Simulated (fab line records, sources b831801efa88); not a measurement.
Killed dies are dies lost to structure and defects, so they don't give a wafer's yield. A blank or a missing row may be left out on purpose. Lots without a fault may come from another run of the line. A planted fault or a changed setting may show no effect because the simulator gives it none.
A struck lot beside a sound one | flow sky130 | 40 steps out of a route of 708
Sound: wafers L924.2, L924.4, L924.5. Struck: wafers L930.1, L930.2, L930.5. The cause comes at the end.
At each step with rows: each side's tool, then ch and its chambers, then its first start. Under that, the readings that differ: sound wafers | struck wafers | difference of the means | sigmas: that difference in standard deviations of wafers without a fault.
alike: readings whose means differ by less than 2 such deviations, and words and numbers that are the same on both sides. not compared: withheld readings, readings that some wafer has no value for, bounds like >300 that may hide the same value, and numbers for which the record gives no deviation and whose values overlap.
The two part at a step that has a row with sigmas, a row that says differs or no value, or rows on one side only. Numbers that don't overlap but have no deviation are shown without sigmas and don't part them. A reading that every wafer of one side lacks parts them only if that side has two wafers or more.

first, 4 steps without rows for these wafers: SKY_VIA3_STRIP_17 (strips in post etch residue remover, time 1200 s); SKY_VIA3_CLEAN_18 (cleans in IPA, time 180 s); SKY_VIA3_CLEAN_19 (cleans in O3/DIW); SKY_VIA3_SPUTTER_20 (material TiN, target thk 20 nm, time 80 s).
SKY_VIA3_CVD_21: deposits W, target thk 390 nm, time 117.31 s.
  sound on cvd_w-01 ch 0,1, day 42 06:50; struck on cvd_w-02 ch 0,1, day 43 12:58
  alike: heater_power_w
SKY_VIA3_RS_MEAS_22: measures by four-point-probe.
  sound on film_metro-02, day 42 06:59; struck on film_metro-02, day 43 13:05
  alike: VIA3_W_RS
SKY_VIA3_THK_MEAS_23: measures by xrf.
  sound on film_metro-02, day 42 07:05; struck on film_metro-02, day 43 13:12
  alike: VIA3_W_THK
SKY_VIA3_CMP_24: polishes, stops on SiO2, t overpolish 20 s, target thk 0 nm.
  sound on cmp-01 ch 2,3, day 42 07:11; struck on cmp-02 ch 0,1,3, day 43 13:22
  alike: head_pressure_psi, motor_current_A, overpolish_run_s, slurry_filter_dp_kPa, time_to_endpoint_s
then, 1 step without rows for these wafers: SKY_METAL4_SPUTTER_00 (material Ti, target thk 15 nm, time 10 s).
SKY_METAL4_SPUTTER_01: material TiN, target thk 20 nm, time 16.7 s.
  sound on pvd_sputter-01, day 42 07:30; struck on pvd_sputter-01, day 43 13:35
  alike: cathode_dc_power_W, chamber_pressure_pa, throttle_valve_pct
then, 1 step without rows for these wafers: SKY_METAL4_SPUTTER_02 (material AlCu, target thk 735 nm, time 39.1 s).
SKY_METAL4_SPUTTER_03: material Ti, target thk 5 nm, time 3.3 s.
  sound on pvd_sputter-01, day 42 07:34; struck on pvd_sputter-01, day 43 13:39
  alike: cathode_dc_power_W, chamber_pressure_pa, throttle_valve_pct
SKY_METAL4_SPUTTER_04: material TiN, target thk 70 nm, time 58.3 s.
  sound on pvd_sputter-01, day 42 07:35; struck on pvd_sputter-01, day 43 13:40
  no value came back on the struck wafers for cathode_dc_power_W (W), chamber_pressure_pa (Pa), throttle_valve_pct (%); on the sound wafers cathode_dc_power_W (W) reads 6501.2 6500.4 6502.0
then, 9 steps without rows for these wafers: SKY_CAP2M_CVD_00 (deposits SiO2, target thk 15.5 nm); SKY_CAP2M_SPUTTER_02 (material TiN, target thk 200 nm, time 166.7 s); SKY_CAP2M_DEHYDRATE_05 (time 60 s); SKY_CAP2M_HMDS_06 (prime time 60 s); SKY_CAP2M_COAT_07 (resist thk 1140 nm); SKY_CAP2M_SOFTBAKE_08 (time 60 s); SKY_CAP2M_EXPOSE_09 (exposes mask CAP2M, target cd 1000 nm); SKY_CAP2M_PEB_10; SKY_CAP2M_DEVELOP_11 (develop time 61.85 s).
SKY_CAP2M_OVL_MEAS_12:
  sound on overlay-01, day 43 06:07; struck on overlay-01, day 44 12:01
  alike: CAP2M_OVL
SKY_CAP2M_METAL_ETCH_13: etches TiN in Cl2/BCl3, stops on SiO2, target depth 220 nm, time 62.9 s.
  sound on rie_metal-02 ch 0, day 43 06:08; struck on rie_metal-01 ch 0,1, day 44 12:03
  alike: bias_w, drypump_motor_current_A, mfc_cl2_sccm, oes_product_au, throttle_valve_pct
  not compared: rf_hours_counter_h
then, 12 steps without rows for these wafers: SKY_CAP2M_STRIP_14 (strips in O2/N2); SKY_CAP2M_STRIP_15 (strips in post etch residue remover, time 1200 s); SKY_CAP2M_CLEAN_16 (cleans in IPA, time 180 s); SKY_CAP2M_CLEAN_17 (cleans in O3/DIW); SKY_METAL4_DEHYDRATE_05 (time 60 s); SKY_METAL4_HMDS_06 (prime time 60 s); SKY_METAL4_COAT_07 (resist thk 59.07 nm); SKY_METAL4_COAT_08 (resist thk 1140 nm); SKY_METAL4_SOFTBAKE_09 (time 90 s); SKY_METAL4_EXPOSE_10 (exposes mask MM4, target cd 300 nm); SKY_METAL4_PEB_11; SKY_METAL4_DEVELOP_12 (develop time 60 s).
SKY_METAL4_CD_MEAS_13: target cd 300 nm.
  sound on cd_sem-02, day 44 05:23; struck on cd_sem-02, day 45 10:04
  alike: cd_nm
SKY_METAL4_OVL_MEAS_14:
  sound on overlay-01, day 44 05:30; struck on overlay-02, day 45 10:11
  alike: METAL4_OVL
then, 1 step without rows for these wafers: SKY_METAL4_DESCUM_15 (chemistry O2, time 8 s).
SKY_METAL4_METAL_ETCH_18: etches the open film in Cl2/BCl3, stops on SiO2, target depth 845 nm, time 183.1 s.
  sound on rie_metal-04 ch 0,1, day 44 05:41; struck on rie_metal-02 ch 0, day 45 10:22
  reading               | sound             | struck            | difference | sigmas
  oes_product_au (a.u.) | 0.863 0.866 0.869 | 0.824 0.816 0.823 | -0.045     | -8
  alike: bias_w, drypump_motor_current_A, mfc_cl2_sccm, throttle_valve_pct
  not compared: rf_hours_counter_h

WHERE THEY PART
First at SKY_METAL4_SPUTTER_04; last, within this record, at SKY_METAL4_METAL_ETCH_18.

WHY: what the simulator had put in
Skipped step whole: pvd_sputter-01, from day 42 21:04 on, at SKY_METAL4_SPUTTER_04. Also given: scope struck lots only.
